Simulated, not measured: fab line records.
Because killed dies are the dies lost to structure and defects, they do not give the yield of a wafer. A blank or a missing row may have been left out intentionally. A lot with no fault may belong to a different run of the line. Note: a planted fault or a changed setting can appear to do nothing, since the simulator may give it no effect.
fab line records | flow sky130 | part 1 of 2: steps 1 to 28 of 38
[record] lots = 5 | wafers = 15 | lastDay = 49
route steps=708 shown LOCAL_INTERCONNECT@389 CONTACT@406
lots untouched by any fault: they come from a run of this same line in which no faults occurred
startH: the number of hours between the record's first day and the start of the first shown wafer of the lot | waitH: hours elapsed since this lot's preceding step | " the same as in the row above | L1.1+2: a row that stands for several wafers | - no value, or no start was given | * or withheld: withheld | < > ~ a bound
route shown NAME@n: names a module that has steps shown in the file, with the first one's number in the route | usual: mean and standard deviation over wafers with no fault | same: alike in all rows | chamber/n: place in a boat | sites: per-site readings | _std_site: standard deviation of those values | _edge_site: mean of outer sites minus mean of inner sites | radiusMm: how far each site lies from the wafer's centre | mask NAME#n: copy n | behind: tool/chamber where the wafer was last shaped | hold: why the lot went on hold/how many hours it stayed there/how the hold came to an end | device: names the non-switching transistor (n, p or np) | end of line: tests run on the same wafers once the route is complete | for a step that has no rows: nothing shown but its recipe | killed: the dies lost at the first sort to structure and to defects; this is not the yield of the wafer | map: dies across one wafer; x = killed, . = not, _ = none there
set.NAME: the setting the step ran with; set.NAME@STEP: the setting that earlier step ran with | model.NAME: the simulator's own value behind a step, which no gauge read
lots at selected steps of the route; one table per step, one row per wafer
services: the hour from which a tool's chamber was out of use, counted from the record's first day as startH (under 0 if before that day), plus the number of hours and why
[[steps]]
[step SKY_LOCAL_INTERCONNECT_THK_MEAS_02]
[recipe] thkMeasGauge = xrf | reads = TiN_of_LOCAL_INTERCONNECT_SPUTTER_00
[usual] LOCAL_INTERCONNECT_TIN_THK = 99.9/1.4
lot.wafer | tool         | chamber | startH | waitH | LOCAL_INTERCONNECT_TIN_THK[nm]
L077.1    | filmMetro-03 | -       | 704.16 | 0.1   | 99.4
L077.2    | "            | -       | "      | "     | 99.5
L077.6    | "            | -       | "      | "     | 99.7
L084.1    | filmMetro-02 | -       | 762.02 | 0.1   | 99.1
L084.2    | "            | -       | "      | "     | 100.6
L084.3    | "            | -       | "      | "     | 100.8
L087.1    | filmMetro-04 | -       | 789.42 | 0.1   | 101.1
L087.4    | "            | -       | "      | "     | 99.0
L087.5    | "            | -       | "      | "     | 100.4
L088.1    | filmMetro-02 | -       | 793.53 | 0.1   | 101.4
L088.3    | "            | -       | "      | "     | 99.8
L088.5    | "            | -       | "      | "     | 98.9
L092.3    | filmMetro-03 | -       | 820.89 | 0.1   | 101.1
L092.4    | "            | -       | "      | "     | 100.0
L092.5    | "            | -       | "      | "     | 100.8
[step SKY_LOCAL_INTERCONNECT_DEHYDRATE_03]
[recipe] tempC = 200 | timeS = 60
[usual] heaterPowerTotalW = 160.37/0.14
lot.wafer | tool          | chamber | startH | waitH | heaterPowerTotalW
L077.1    | lithoTrack-01 | 0       | 716.66 | 12.5  | 160.44
L077.2    | "             | 0       | "      | "     | 160.33
L077.6    | "             | 0       | "      | "     | 160.38
L084.1    | lithoTrack-02 | 0       | 774.91 | 12.9  | 160.24
L084.2    | "             | 0       | "      | "     | 160.26
L084.3    | "             | 0       | "      | "     | 160.48
L087.1    | lithoTrack-01 | 0       | 801.26 | 11.8  | 160.57
L087.4    | "             | 0       | "      | "     | 160.39
L087.5    | "             | 0       | "      | "     | 160.48
L088.1    | lithoTrack-02 | 0       | 806.21 | 12.7  | 160.58
L088.3    | "             | 0       | "      | "     | 160.53
L088.5    | "             | 0       | "      | "     | 160.48
L092.3    | lithoTrack-01 | 0       | 832.86 | 12.0  | 160.49
L092.4    | "             | 0       | "      | "     | 160.25
L092.5    | "             | 0       | "      | "     | 160.41
[step SKY_LOCAL_INTERCONNECT_HMDS_04]
[recipe] primeTimeS = 60 | primeTempC = 120
lot.wafer  | tool          | chamber | startH | waitH
L077.1+2+6 | lithoTrack-01 | 0       | 716.81 | 0.1
L084.1+2+3 | lithoTrack-02 | 0       | 775.06 | 0.1
L087.1+4+5 | lithoTrack-01 | 0       | 801.41 | 0.1
L088.1+3+5 | lithoTrack-02 | 0       | 806.36 | 0.1
L092.3+4+5 | lithoTrack-01 | 0       | 833.01 | 0.1
[step SKY_LOCAL_INTERCONNECT_COAT_05]
[recipe] resist = BARC | tempC = withheld | timeS = withheld | spinRpm = 3000 | resistThkNm = 60
[usual] spinSpeedRpm = 3000.1/1.9
lot.wafer | tool          | chamber | startH | waitH | spinSpeedRpm
L077.1    | lithoTrack-01 | 0       | 716.96 | 0.1   | 3000.2
L077.2    | "             | 0       | "      | "     | 3000.0
L077.6    | "             | 0       | "      | "     | 2999.6
L084.1    | lithoTrack-02 | 0       | 775.21 | 0.1   | 2997.8
L084.2    | "             | 0       | "      | "     | 2996.2
L084.3    | "             | 0       | "      | "     | 3000.2
L087.1    | lithoTrack-01 | 0       | 801.56 | 0.1   | 3003.4
L087.4    | "             | 0       | "      | "     | 3000.1
L087.5    | "             | 0       | "      | "     | 3004.1
L088.1    | lithoTrack-02 | 0       | 806.51 | 0.1   | 3001.3
L088.3    | "             | 0       | "      | "     | 3000.9
L088.5    | "             | 0       | "      | "     | 2998.3
L092.3    | lithoTrack-01 | 0       | 833.16 | 0.1   | 2999.6
L092.4    | "             | 0       | "      | "     | 3003.6
L092.5    | "             | 0       | "      | "     | 3000.7
[step SKY_LOCAL_INTERCONNECT_COAT_06]
[recipe] resist = KrF-thick | spinRpm = 3000 | resistThkNm = 450
[usual] spinSpeedRpm = 3000.4/2
lot.wafer | tool          | chamber | startH | waitH | spinSpeedRpm
L077.1    | lithoTrack-01 | 0       | -      | -     | 3002.0
L077.2    | "             | 0       | "      | "     | 3000.5
L077.6    | "             | 0       | "      | "     | 3001.3
L084.1    | lithoTrack-02 | 0       | -      | -     | 2998.0
L084.2    | "             | 0       | "      | "     | 3000.2
L084.3    | "             | 0       | "      | "     | 2998.8
L087.1    | lithoTrack-01 | 0       | -      | -     | 3001.8
L087.4    | "             | 0       | "      | "     | 3002.4
L087.5    | "             | 0       | "      | "     | 3001.6
L088.1    | lithoTrack-02 | 0       | -      | -     | 3000.6
L088.3    | "             | 0       | "      | "     | 3001.5
L088.5    | "             | 0       | "      | "     | 2998.4
L092.3    | lithoTrack-01 | 0       | -      | -     | 2999.9
L092.4    | "             | 0       | "      | "     | 3000.5
L092.5    | "             | 0       | "      | "     | 2998.7
[step SKY_LOCAL_INTERCONNECT_SOFTBAKE_07]
[recipe] tempC = 100 | timeS = 90 | resist = KrF-thick
[usual] heaterPowerTotalW = 57.36/0.12
lot.wafer | tool          | chamber | startH | waitH | heaterPowerTotalW
L077.1    | lithoTrack-01 | 0       | -      | -     | 57.28
L077.2    | "             | 0       | "      | "     | 57.46
L077.6    | "             | 0       | "      | "     | 57.25
L084.1    | lithoTrack-02 | 0       | -      | -     | 57.51
L084.2    | "             | 0       | "      | "     | 57.22
L084.3    | "             | 0       | "      | "     | 57.33
L087.1    | lithoTrack-01 | 0       | -      | -     | 57.28
L087.4    | "             | 0       | "      | "     | 57.28
L087.5    | "             | 0       | "      | "     | 57.37
L088.1    | lithoTrack-02 | 0       | -      | -     | 57.52
L088.3    | "             | 0       | "      | "     | 57.30
L088.5    | "             | 0       | "      | "     | 57.26
L092.3    | lithoTrack-01 | 0       | -      | -     | 57.45
L092.4    | "             | 0       | "      | "     | 57.44
L092.5    | "             | 0       | "      | "     | 57.61
[step SKY_LOCAL_INTERCONNECT_EXPOSE_08]
[recipe] maskId = LI1M | na = 0.8 | sourceShape = annular | sigmaInner = 0.55 | sigmaOuter = 0.85 | targetCdNm = 170 | doseMj = 28
[same] sigmaInner = 0.55
lot.wafer  | tool          | chamber | startH | waitH | mask
L077.1+2+6 | krfScanner-02 | 0       | -      | -     | LI1M#0
L084.1+2+3 | krfScanner-02 | 0       | -      | -     | LI1M#0
L087.1+4+5 | krfScanner-02 | 0       | -      | -     | LI1M#0
L088.1+3+5 | krfScanner-01 | 0       | -      | -     | LI1M#0
L092.3+4+5 | krfScanner-02 | 0       | -      | -     | LI1M#0
[step SKY_LOCAL_INTERCONNECT_PEB_09]
[recipe] pebTempC = withheld | pebTimeS = withheld | resist = KrF-thick
lot.wafer  | tool          | chamber | startH | waitH
L077.1+2+6 | lithoTrack-04 | 0       | -      | -
L084.1+2+3 | lithoTrack-04 | 0       | -      | -
L087.1+4+5 | lithoTrack-04 | 0       | -      | -
L088.1+3+5 | lithoTrack-01 | 0       | -      | -
L092.3+4+5 | lithoTrack-02 | 0       | -      | -
[step SKY_LOCAL_INTERCONNECT_DEVELOP_10]
[recipe] developTimeS = 60 | resist = KrF-thick | devTempC = 21
lot.wafer  | tool          | chamber | startH | waitH
L077.1+2+6 | lithoTrack-04 | 0       | -      | -
L084.1+2+3 | lithoTrack-04 | 0       | -      | -
L087.1+4+5 | lithoTrack-04 | 0       | -      | -
L088.1+3+5 | lithoTrack-01 | 0       | -      | -
L092.3+4+5 | lithoTrack-02 | 0       | -      | -
[step SKY_LOCAL_INTERCONNECT_CD_MEAS_11]
[recipe] targetCdNm = 170
[usual] cdNm = 169.9/1.7
lot.wafer | tool     | chamber | startH | waitH | cdNm
L077.1    | cdSem-02 | -       | 731.58 | -     | 171.3
L077.2    | "        | -       | "      | "     | 170.7
L077.6    | "        | -       | "      | "     | 173.3
L084.1    | cdSem-01 | -       | 788.48 | -     | 168.1
L084.2    | "        | -       | "      | "     | 166.1
L084.3    | "        | -       | "      | "     | 168.3
L087.1    | cdSem-02 | -       | 815.13 | -     | 169.0
L087.4    | "        | -       | "      | "     | 170.2
L087.5    | "        | -       | "      | "     | 169.8
L088.1    | cdSem-01 | -       | 820.46 | -     | 168.8
L088.3    | "        | -       | "      | "     | 170.2
L088.5    | "        | -       | "      | "     | 170.5
L092.3    | cdSem-01 | -       | 847.10 | -     | 166.4
L092.4    | "        | -       | "      | "     | 167.3
L092.5    | "        | -       | "      | "     | 168.0
[step SKY_LOCAL_INTERCONNECT_OVL_MEAS_12]
[usual] LOCAL_INTERCONNECT_OVL = -1/5
lot.wafer | tool       | chamber | startH | waitH | LOCAL_INTERCONNECT_OVL[nm]
L077.1    | overlay-01 | -       | 731.70 | 0.1   | -7
L077.2    | "          | -       | "      | "     | -8
L077.6    | "          | -       | "      | "     | -8
L084.1    | overlay-01 | -       | 788.60 | 0.1   | 0
L084.2    | "          | -       | "      | "     | -5
L084.3    | "          | -       | "      | "     | 0
L087.1    | overlay-02 | -       | 815.25 | 0.1   | -7
L087.4    | "          | -       | "      | "     | -9
L087.5    | "          | -       | "      | "     | -8
L088.1    | overlay-01 | -       | 820.58 | 0.1   | 3
L088.3    | "          | -       | "      | "     | -1
L088.5    | "          | -       | "      | "     | -2
L092.3    | overlay-01 | -       | 847.20 | 0.1   | -4
L092.4    | "          | -       | "      | "     | -8
L092.5    | "          | -       | "      | "     | -5
[step SKY_LOCAL_INTERCONNECT_ETCH_13]
[recipe] chemistry = N2/H2 | target = BARC | ionEnergyEv = 200 | biasW = 100 | pressureMtorr = 30 | n2FlowSccm = 100 | h2FlowSccm = 200 | icpW = 500 | stopOn = SiO2 | timeS = 45.9 | targetDepthA = 600
[usual] drypumpMotorCurrentA = 5.54/0.28 | oesProductAu = 0.855/0.0044 | throttleValvePct = 13.226/0.0081
lot.wafer | tool        | chamber | startH | waitH | drypumpMotorCurrentA | oesProductAu | rfHoursCounterH | throttleValvePct
L077.1    | rieMetal-04 | 0       | 731.74 | 0.0   | 5.86                 | 0.852        | 2               | 13.233
L077.2    | "           | 1       | "      | "     | 5.26                 | 0.859        | 1               | 13.223
L077.6    | "           | 1       | "      | "     | 5.25                 | 0.854        | -               | 13.232
L084.1    | rieMetal-04 | 1       | 788.64 | 0.0   | 5.22                 | 0.849        | 2               | 13.225
L084.2    | "           | 0       | "      | "     | 5.83                 | 0.853        | 4               | 13.226
L084.3    | "           | 1       | "      | "     | 5.23                 | 0.849        | -               | 13.224
L087.1    | rieMetal-04 | 1       | 815.29 | 0.0   | 5.25                 | 0.856        | 4               | 13.226
L087.4    | "           | 0       | "      | "     | 5.87                 | 0.866        | -               | 13.213
L087.5    | "           | 0       | "      | "     | 5.87                 | 0.855        | -               | 13.217
L088.1    | rieMetal-04 | 1       | 820.61 | 0.0   | 5.25                 | 0.851        | 4               | 13.228
L088.3    | "           | 1       | "      | "     | 5.26                 | 0.847        | -               | 13.221
L088.5    | "           | 0       | "      | "     | 5.85                 | 0.856        | -               | 13.220
L092.3    | rieMetal-04 | 0       | 847.24 | 0.0   | 5.86                 | 0.851        | -               | 13.220
L092.4    | "           | 1       | "      | "     | 5.23                 | 0.861        | -               | 13.233
L092.5    | "           | 1       | "      | "     | 5.23                 | 0.849        | -               | 13.237
[step SKY_LOCAL_INTERCONNECT_METAL_ETCH_14]
[recipe] targetDepthNm = 110 | stopOn = PSG | chemistry = Cl2/BCl3 | target = TiN | resistSidewallDeg = 88 | pressureMtorr = 10 | icpW = 900 | biasW = 48.5 | Cl2_flow_sccm = 60 | bcl3FlowSccm = 30 | timeS = 31.4
[usual] drypumpMotorCurrentA = 5.54/0.28 | oesProductAu = 0.938/0.008 | throttleValvePct = 21.903/0.01
lot.wafer | tool        | chamber | startH | waitH | drypumpMotorCurrentA | oesProductAu | rfHoursCounterH | throttleValvePct
L077.1    | rieMetal-04 | 0       | 731.80 | 0.0   | 5.88                 | 0.937        | 2               | 21.912
L077.2    | "           | 1       | "      | "     | 5.24                 | 0.936        | 1               | 21.902
L077.6    | "           | 1       | "      | "     | 5.27                 | 0.937        | -               | 21.913
L084.1    | rieMetal-04 | 1       | 788.70 | 0.0   | 5.22                 | 0.931        | 2               | 21.911
L084.2    | "           | 0       | "      | "     | 5.84                 | 0.939        | 4               | 21.907
L084.3    | "           | 1       | "      | "     | 5.21                 | 0.947        | -               | 21.879
L087.1    | rieMetal-04 | 1       | 815.35 | 0.0   | 5.23                 | 0.936        | 4               | 21.901
L087.4    | "           | 0       | "      | "     | 5.82                 | 0.935        | -               | 21.906
L087.5    | "           | 0       | "      | "     | 5.84                 | 0.940        | -               | 21.894
L088.1    | rieMetal-04 | 1       | 820.68 | 0.0   | 5.23                 | 0.948        | 4               | 21.912
L088.3    | "           | 1       | "      | "     | 5.24                 | 0.938        | -               | 21.888
L088.5    | "           | 0       | "      | "     | 5.87                 | 0.942        | -               | 21.909
L092.3    | rieMetal-04 | 0       | 847.30 | 0.0   | 5.87                 | 0.939        | -               | 21.906
L092.4    | "           | 1       | "      | "     | 5.25                 | 0.931        | -               | 21.910
L092.5    | "           | 1       | "      | "     | 5.21                 | 0.946        | -               | 21.906
[step SKY_LOCAL_INTERCONNECT_STRIP_15]
[recipe] chemistry = O2/N2 | powerW = 1400 | pressureMtorr = 1500 | platenTempC = withheld | o2FlowSccm = 3000 | n2FlowSccm = 300 | overashFraction = 0.5
[usual] drypumpMotorCurrentA = 5.7/0.36 | oesProductAu = 0.426/0.0045 | stripTimeToEndpointS = 4.723/0.021
lot.wafer | tool           | chamber | startH | waitH | drypumpMotorCurrentA | oesProductAu | rfHoursCounterH | stripTimeToEndpointS
L077.1    | plasmaAsher-01 | 0       | 731.85 | 0.0   | 5.1                  | 0.419        | 105             | 4.723
L077.2    | "              | 1       | "      | "     | 5.4                  | 0.425        | 105             | 4.748
L077.6    | "              | 1       | "      | "     | 5.4                  | 0.431        | -               | 4.748
L084.1    | plasmaAsher-04 | 0       | 788.75 | 0.0   | 5.9                  | 0.426        | 37              | 4.750
L084.2    | "              | 1       | "      | "     | 6.2                  | 0.428        | 37              | 4.718
L084.3    | "              | 1       | "      | "     | 6.2                  | 0.429        | -               | 4.730
L087.1    | plasmaAsher-01 | 1       | 815.40 | 0.0   | 5.4                  | 0.418        | 7               | 4.760
L087.4    | "              | 0       | "      | "     | 5.1                  | 0.424        | -               | 4.761
L087.5    | "              | 0       | "      | "     | 5.1                  | 0.435        | -               | 4.751
L088.1    | plasmaAsher-04 | 1       | 820.73 | 0.0   | 6.2                  | 0.424        | 40              | 4.754
L088.3    | "              | 0       | "      | "     | 5.8                  | 0.426        | -               | 4.744
L088.5    | "              | 1       | "      | "     | 6.2                  | 0.421        | -               | 4.731
L092.3    | plasmaAsher-02 | 0       | 847.37 | 0.1   | 5.7                  | 0.436        | -               | 4.711
L092.4    | "              | 1       | "      | "     | 5.8                  | 0.429        | -               | 4.738
L092.5    | "              | 1       | "      | "     | 5.8                  | 0.426        | -               | 4.716
[step SKY_LOCAL_INTERCONNECT_STRIP_16]
[recipe] chemistry = postEtchResidueRemover | timeS = 1200 | tempC = 72.5
lot.wafer  | tool        | chamber | startH | waitH
L077.1+2+6 | wetBench-01 | 3       | 731.95 | 0.1
L084.1+2+3 | wetBench-04 | 3       | 788.85 | 0.1
L087.1+4+5 | wetBench-02 | 1       | 815.50 | 0.1
L088.1+3+5 | wetBench-01 | 2       | 820.83 | 0.1
L092.3+4+5 | wetBench-01 | 1       | 847.43 | 0.0
[step SKY_LOCAL_INTERCONNECT_CLEAN_17]
[recipe] chemistry = IPA | timeS = 180 | tempC = 25
lot.wafer  | tool        | chamber | startH | waitH
L077.1+2+6 | wetBench-04 | 1       | 732.33 | 0.0
L084.1+2+3 | wetBench-01 | 0       | 789.20 | 0.0
L087.1+4+5 | wetBench-04 | 3       | 815.85 | 0.0
L088.1+3+5 | wetBench-04 | 1       | 821.17 | 0.0
L092.3+4+5 | wetBench-02 | 1       | 847.78 | 0.0
[step SKY_LOCAL_INTERCONNECT_CLEAN_18]
[recipe] chemistry = O3/DIW | dry = n2Spin
lot.wafer  | tool        | chamber | startH | waitH
L077.1+2+6 | wetBench-02 | 0       | 732.39 | 0.0
L084.1+2+3 | wetBench-02 | 0       | 789.25 | 0.0
L087.1+4+5 | wetBench-01 | 0       | 815.90 | 0.0
L088.1+3+5 | wetBench-01 | 1       | 821.23 | 0.0
L092.3+4+5 | wetBench-01 | 0       | 847.83 | 0.0
[step SKY_CONTACT_CVD_00]
[recipe] material = Si3N4 | targetThkNm = 75 | tempC = 400 | timeS = withheld | rfW = 450
[usual] heaterPowerW = 724/81
lot.wafer | tool     | chamber | startH | waitH | heaterPowerW
L077.1    | pecvd-01 | 1       | 732.48 | 0.0   | 726
L077.2    | "        | 0       | "      | "     | 858
L077.6    | "        | 0       | "      | "     | 845
L084.1    | pecvd-03 | 0       | 789.35 | 0.0   | 706
L084.2    | "        | 1       | "      | "     | 738
L084.3    | "        | 2       | "      | "     | 542
L087.1    | pecvd-03 | 0       | 816.00 | 0.0   | 661
L087.4    | "        | 1       | "      | "     | 789
L087.5    | "        | 0       | "      | "     | 663
L088.1    | pecvd-04 | 0       | 821.32 | 0.0   | 669
L088.3    | "        | 2       | "      | "     | 718
L088.5    | "        | 2       | "      | "     | 725
L092.3    | pecvd-03 | 1       | 847.93 | 0.0   | 817
L092.4    | "        | 0       | "      | "     | 740
L092.5    | "        | 2       | "      | "     | 580
[step SKY_CONTACT_THK_MEAS_01]
[recipe] reads = Si3N4_of_CONTACT_CVD_00
[usual] CONTACT_CVD_00_THK = 74.9/1
lot.wafer | tool         | chamber | startH | waitH | CONTACT_CVD_00_THK[nm]
L077.1    | filmMetro-01 | -       | 732.51 | -     | 76.2
L077.2    | "            | -       | "      | "     | 75.4
L077.6    | "            | -       | "      | "     | 76.1
L084.1    | filmMetro-03 | -       | 789.38 | -     | 75.0
L084.2    | "            | -       | "      | "     | 76.0
L084.3    | "            | -       | "      | "     | 75.2
L087.1    | filmMetro-01 | -       | 816.03 | -     | 74.7
L087.4    | "            | -       | "      | "     | 76.1
L087.5    | "            | -       | "      | "     | 74.8
L088.1    | filmMetro-03 | -       | 821.37 | -     | 74.5
L088.3    | "            | -       | "      | "     | 76.1
L088.5    | "            | -       | "      | "     | 76.1
L092.3    | filmMetro-04 | -       | 847.98 | -     | 74.4
L092.4    | "            | -       | "      | "     | 75.3
L092.5    | "            | -       | "      | "     | 74.4
[step SKY_CONTACT_HDPCVD_02]
[recipe] material = SiO2 | targetThkNm = 565 | sigmaOpenFrac = 0.3 | timeS = 94.2 | tempC = 600 | sih4FlowSccm = 60 | pressureMtorr = 6
lot.wafer  | tool      | chamber | startH | waitH
L077.1+2+6 | hdpcvd-01 | 0,2,2   | 732.57 | 0.1
L084.1+2+3 | hdpcvd-02 | 2,1,1   | 789.44 | 0.1
L087.1+4+5 | hdpcvd-02 | 2,1,2   | 816.09 | 0.1
L088.1+3+5 | hdpcvd-01 | 1,2,2   | 821.43 | 0.1
L092.3+4+5 | hdpcvd-02 | 1,0,1   | 848.05 | 0.1
[step SKY_CONTACT_THK_MEAS_03]
[recipe] reads = SiO2_of_CONTACT_HDPCVD_02
[usual] CONTACT_HDPCVD_THK = 561/5.2
lot.wafer | tool         | chamber | startH | waitH | CONTACT_HDPCVD_THK[nm]
L077.1    | filmMetro-04 | -       | 732.64 | 0.0   | 560
L077.2    | "            | -       | "      | "     | 563
L077.6    | "            | -       | "      | "     | 561
L084.1    | filmMetro-03 | -       | 789.54 | 0.1   | 559
L084.2    | "            | -       | "      | "     | 547
L084.3    | "            | -       | "      | "     | 552
L087.1    | filmMetro-04 | -       | 816.19 | 0.1   | 563
L087.4    | "            | -       | "      | "     | 551
L087.5    | "            | -       | "      | "     | 567
L088.1    | filmMetro-01 | -       | 821.50 | 0.0   | 555
L088.3    | "            | -       | "      | "     | 561
L088.5    | "            | -       | "      | "     | 556
L092.3    | filmMetro-03 | -       | 848.14 | 0.1   | 567
L092.4    | "            | -       | "      | "     | 568
L092.5    | "            | -       | "      | "     | 565
[step SKY_CONTACT_CMP_04]
[recipe] material = SiO2 | downForcePsi = 4 | platenRpm = 60 | padVelocityMS = 0.94248
[usual] edgeZonePressureFrac = 0.999/0.0049 | motorCurrentA = 12.3/1.1 | timeToEndpointS = 82/4.3
lot.wafer | tool   | chamber | startH | waitH | edgeZonePressureFrac | motorCurrentA | timeToEndpointS
L077.2    | cmp-02 | 1       | 732.70 | 0.0   | 1.002                | 14.4          | 77
L077.1    | "      | 3       | "      | "     | 1.007                | 11.1          | 82
L077.6    | "      | 1       | "      | "     | 0.995                | 13.9          | 76
L084.3    | cmp-02 | 2       | 790.14 | 0.6   | 0.995                | 12.0          | 83
L084.1    | "      | 3       | "      | "     | 0.989                | 10.8          | 85
L084.2    | "      | 0       | "      | "     | 0.997                | 12.8          | 77
L087.1    | cmp-02 | 1       | 816.30 | 0.1   | 0.996                | 14.2          | 76
L087.4    | "      | 3       | "      | "     | 0.995                | 11.0          | 77
L087.5    | "      | 0       | "      | "     | 1.001                | 12.9          | 76
L088.1    | cmp-01 | 0       | 821.56 | 0.1   | 0.994                | 11.4          | 79
L088.3    | "      | 3       | "      | "     | 0.993                | 12.5          | 86
L088.5    | "      | 1       | "      | "     | 1.002                | 12.2          | 79
L092.3    | cmp-02 | 3       | 848.18 | 0.0   | 1.001                | 11.1          | 86
L092.4    | "      | 0       | "      | "     | 0.997                | 12.6          | 83
L092.5    | "      | 0       | "      | "     | 0.995                | 12.5          | 80
[step SKY_CONTACT_BOW_MEAS_05]
[recipe] mode = bow
[usual] CONTACT_BOW = 81/7
lot.wafer | tool         | chamber | startH | waitH | CONTACT_BOW[um]
L077.1    | filmMetro-03 | -       | 733.00 | 0.1   | 91
L077.2    | "            | -       | "      | "     | 81
L077.6    | "            | -       | "      | "     | 78
L084.1    | filmMetro-03 | -       | 790.44 | 0.2   | 80
L084.2    | "            | -       | "      | "     | 68
L084.3    | "            | -       | "      | "     | 75
L087.1    | filmMetro-03 | -       | 816.55 | 0.2   | 74
L087.4    | "            | -       | "      | "     | 86
L087.5    | "            | -       | "      | "     | 82
L088.1    | filmMetro-04 | -       | 821.86 | 0.2   | 99
L088.3    | "            | -       | "      | "     | 74
L088.5    | "            | -       | "      | "     | 83
L092.3    | filmMetro-03 | -       | 848.52 | 0.3   | 99
L092.4    | "            | -       | "      | "     | 81
L092.5    | "            | -       | "      | "     | 85
[step SKY_CONTACT_DEHYDRATE_06]
[recipe] tempC = 200 | timeS = 60
[usual] heaterPowerTotalW = 160.37/0.12
lot.wafer | tool          | chamber | startH | waitH | heaterPowerTotalW
L077.1    | lithoTrack-03 | 0       | 745.67 | 12.6  | 160.24
L077.2    | "             | 0       | "      | "     | 160.50
L077.6    | "             | 0       | "      | "     | 160.18
L084.1    | lithoTrack-02 | 0       | 802.46 | 12.0  | 160.27
L084.2    | "             | 0       | "      | "     | 160.54
L084.3    | "             | 0       | "      | "     | 160.46
L087.1    | lithoTrack-02 | 0       | 828.51 | 11.9  | 160.24
L087.4    | "             | 0       | "      | "     | 160.23
L087.5    | "             | 0       | "      | "     | 160.53
L088.1    | lithoTrack-04 | 0       | 834.33 | 12.5  | 160.39
L088.3    | "             | 0       | "      | "     | 160.46
L088.5    | "             | 0       | "      | "     | 160.38
L092.3    | lithoTrack-03 | 0       | 860.92 | 12.4  | 160.22
L092.4    | "             | 0       | "      | "     | 160.51
L092.5    | "             | 0       | "      | "     | 160.46
[step SKY_CONTACT_HMDS_07]
[recipe] primeTimeS = 60 | primeTempC = 120
lot.wafer  | tool          | chamber | startH | waitH
L077.1+2+6 | lithoTrack-03 | 0       | 745.82 | 0.1
L084.1+2+3 | lithoTrack-02 | 0       | 802.61 | 0.1
L087.1+4+5 | lithoTrack-02 | 0       | 828.66 | 0.1
L088.1+3+5 | lithoTrack-04 | 0       | 834.48 | 0.1
L092.3+4+5 | lithoTrack-03 | 0       | 861.07 | 0.1
[step SKY_CONTACT_COAT_08]
[recipe] resist = BARC | tempC = withheld | timeS = withheld | spinRpm = 3000 | resistThkNm = 60
[usual] spinSpeedRpm = 3000.3/1.6
lot.wafer | tool          | chamber | startH | waitH | spinSpeedRpm
L077.1    | lithoTrack-03 | 0       | 745.97 | 0.1   | 2998.8
L077.2    | "             | 0       | "      | "     | 3001.1
L077.6    | "             | 0       | "      | "     | 3001.8
L084.1    | lithoTrack-02 | 0       | 802.76 | 0.1   | 2999.7
L084.2    | "             | 0       | "      | "     | 3000.1
L084.3    | "             | 0       | "      | "     | 3000.2
L087.1    | lithoTrack-02 | 0       | 828.81 | 0.1   | 3000.2
L087.4    | "             | 0       | "      | "     | 2998.0
L087.5    | "             | 0       | "      | "     | 3000.1
L088.1    | lithoTrack-04 | 0       | 834.63 | 0.1   | 3001.4
L088.3    | "             | 0       | "      | "     | 3001.8
L088.5    | "             | 0       | "      | "     | 3000.5
L092.3    | lithoTrack-03 | 0       | 861.22 | 0.1   | 3000.7
L092.4    | "             | 0       | "      | "     | 2999.1
L092.5    | "             | 0       | "      | "     | 2998.7
[step SKY_CONTACT_COAT_09]
[recipe] resist = KrF-thick | spinRpm = 3000 | resistThkNm = 450
[usual] spinSpeedRpm = 3000.5/2
lot.wafer | tool          | chamber | startH | waitH | spinSpeedRpm
L077.1    | lithoTrack-03 | 0       | -      | -     | 3001.2
L077.2    | "             | 0       | "      | "     | 2998.1
L077.6    | "             | 0       | "      | "     | 3000.4
L084.1    | lithoTrack-02 | 0       | -      | -     | 3001.1
L084.2    | "             | 0       | "      | "     | 2998.9
L084.3    | "             | 0       | "      | "     | 2995.6
L087.1    | lithoTrack-02 | 0       | -      | -     | 2999.0
L087.4    | "             | 0       | "      | "     | 3002.1
L087.5    | "             | 0       | "      | "     | 2998.9
L088.1    | lithoTrack-04 | 0       | -      | -     | 3000.2
L088.3    | "             | 0       | "      | "     | 2999.6
L088.5    | "             | 0       | "      | "     | 3003.6
L092.3    | lithoTrack-03 | 0       | -      | -     | 2998.1
L092.4    | "             | 0       | "      | "     | 2999.4
L092.5    | "             | 0       | "      | "     | 2998.9
[step SKY_CONTACT_SOFTBAKE_10]
[recipe] tempC = 100 | timeS = 90 | resist = KrF-thick
[usual] heaterPowerTotalW = 57.34/0.11
lot.wafer | tool          | chamber | startH | waitH | heaterPowerTotalW
L077.1    | lithoTrack-03 | 0       | -      | -     | 57.19
L077.2    | "             | 0       | "      | "     | 57.36
L077.6    | "             | 0       | "      | "     | 57.23
L084.1    | lithoTrack-02 | 0       | -      | -     | 57.47
L084.2    | "             | 0       | "      | "     | 57.46
L084.3    | "             | 0       | "      | "     | 57.27
L087.1    | lithoTrack-02 | 0       | -      | -     | 57.46
L087.4    | "             | 0       | "      | "     | 57.26
L087.5    | "             | 0       | "      | "     | 57.27
L088.1    | lithoTrack-04 | 0       | -      | -     | 57.37
L088.3    | "             | 0       | "      | "     | 57.34
L088.5    | "             | 0       | "      | "     | 57.22
L092.3    | lithoTrack-03 | 0       | -      | -     | 57.41
L092.4    | "             | 0       | "      | "     | 57.22
L092.5    | "             | 0       | "      | "     | 57.40
